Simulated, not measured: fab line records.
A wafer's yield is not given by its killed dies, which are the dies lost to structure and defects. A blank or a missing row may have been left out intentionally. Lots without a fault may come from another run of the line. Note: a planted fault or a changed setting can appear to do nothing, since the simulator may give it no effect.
Chamber matching	flow sfq line	SFQ_TRILAYER_L0_VIA_BARC_OPEN_VIA_ETCH_021 on rie diel-04 has 4 sister chambers
The step etches BARC in O2, target depth 125 nm, time 41.7 s. 18 wafers are shown with their chamber, then 9 later ones without.

## EACH WAFER AND ITS CHAMBER
wafer	chamber	oes product au (a.u.)	bias w (W)
L911.2	3	0.684	79.97
L911.4	1	0.686	80.10
L911.6	0	0.688	80.23
L912.1	2	0.680	79.89
L912.2	3	0.688	80.28
L912.4	0	0.679	79.86
L921.2	2	0.693	80.05
L921.3	0	0.678	80.43
L921.4	3	0.687	79.88
L923.2	3	0.685	79.47
L923.3	0	0.678	79.98
L923.5	1	0.689	79.96
L926.2	3	0.679	80.00
L926.3	1	0.689	80.10
L926.5	2	0.690	79.87
L928.1	0	0.679	79.91
L928.2	1	0.683	80.32
L928.3	3	0.684	79.83

SIGNATURES (averages over the wafers above)
reading	chamber 0	chamber 1	chamber 2	chamber 3	scatter within a chamber
oes product au	0.68040	0.68675	0.68767	0.68450	0.00414
bias w	80.0820	80.1200	79.9367	79.9050	0.218
Rule: distance of a wafer from a chamber = root of the sum over the readings of ((wafer's reading minus chamber's mean) / reading's scatter) squared. The wafer belongs to the nearest chamber; if the next one is less than 2 further off, it can't be placed. The scatter: take each reading less its chamber's mean, square it, sum over the shown wafers, divide by the number of wafers less the number of chambers, and take the root.

## WAFERS WHOSE CHAMBER IS MISSING
wafer	oes product au (a.u.)	bias w (W)
L929.3	0.687	80.10
L929.4	0.685	80.52
L929.6	0.683	80.18
L930.1	0.686	79.80
L930.2	0.687	79.71
L930.5	0.687	79.69
L931.1	0.690	80.00
L931.2	0.690	80.34
L931.3	0.682	79.84

## WHICH CHAMBER EACH WENT THROUGH
wafer	from the rows above	in truth
L929.3	can't be placed: 1 or 2 or 3 or 0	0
L929.4	can't be placed: 1 or 0 or 2 or 3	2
L929.6	can't be placed: 0 or 1 or 3 or 2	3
L930.1	can't be placed: 3 or 2 or 1 or 0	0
L930.2	can't be placed: 2 or 3 or 1 or 0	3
L930.5	can't be placed: 2 or 3 or 1 or 0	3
L931.1	can't be placed: 2 or 1 or 3 or 0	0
L931.2	can't be placed: 1 or 2 or 3 or 0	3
L931.3	can't be placed: 3 or 0 or 2 or 1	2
Placed correctly: 0 of 9. Not placeable from these rows: 9 (in 9, the candidates include the true chamber). Placed wrongly: 0.
